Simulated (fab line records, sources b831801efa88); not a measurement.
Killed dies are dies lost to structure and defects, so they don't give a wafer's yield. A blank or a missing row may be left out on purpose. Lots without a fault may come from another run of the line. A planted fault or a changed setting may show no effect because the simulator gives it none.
Which tool did it? | flow gf180mcu | 6 lots, 18 wafers sampled, at 2 steps of a route of 602

WHAT THE GAUGES READ, wafer by wafer
GF_VT_IMPLANT_TW_MEAS_10.
lot  | measured     | on            | VT_IMPLANT_TW
L100 | day 6 15:29  | film_metro-03 | 553 554 555
L104 | day 7 15:09  | film_metro-04 | 560 564 559
L109 | day 9 00:07  | film_metro-03 | 552 551 554
L111 | day 9 10:42  | film_metro-02 | 573 569 570
L113 | day 10 00:25 | film_metro-02 | 573 571 575
L118 | day 11 08:32 | film_metro-02 | 568 565 567

WHICH TOOL RAN EACH LOT (tool, then ch and the chambers of the sampled wafers, then the start)
lot  | GF_VT_IMPLANT_IMPLANT_08
L100 | implanter-04 ch 0, day 6 15:14
L104 | implanter-01 ch 0, day 7 14:56
L109 | implanter-01 ch 0, day 8 23:53
L111 | implanter-04 ch 0, day 9 10:27
L113 | implanter-04 ch 0, day 10 00:10
L118 | implanter-01 ch 0, day 11 08:18
- GF_VT_IMPLANT_IMPLANT_08

THE ANSWER, worked out from the rows above alone
Rule: what is usual is taken from the lots themselves. Put in order of their means at a reading, lots are off if they are a third of the lots or fewer, leave a main group of 4 or more, and stand apart from it by a gap of 3 or more times the standard deviation of the main group's means; of several such gaps the widest counts. A main group whose means are all the same, to the digits that the tables above print for the reading, isn't used. A lot without any number at a reading at which 4 lots or more have one is off too. The other lots that the step has rows for count as sound.
No lot is off at any reading shown: from this, nothing can be told.

WHAT THE SIMULATOR HAD PUT IN
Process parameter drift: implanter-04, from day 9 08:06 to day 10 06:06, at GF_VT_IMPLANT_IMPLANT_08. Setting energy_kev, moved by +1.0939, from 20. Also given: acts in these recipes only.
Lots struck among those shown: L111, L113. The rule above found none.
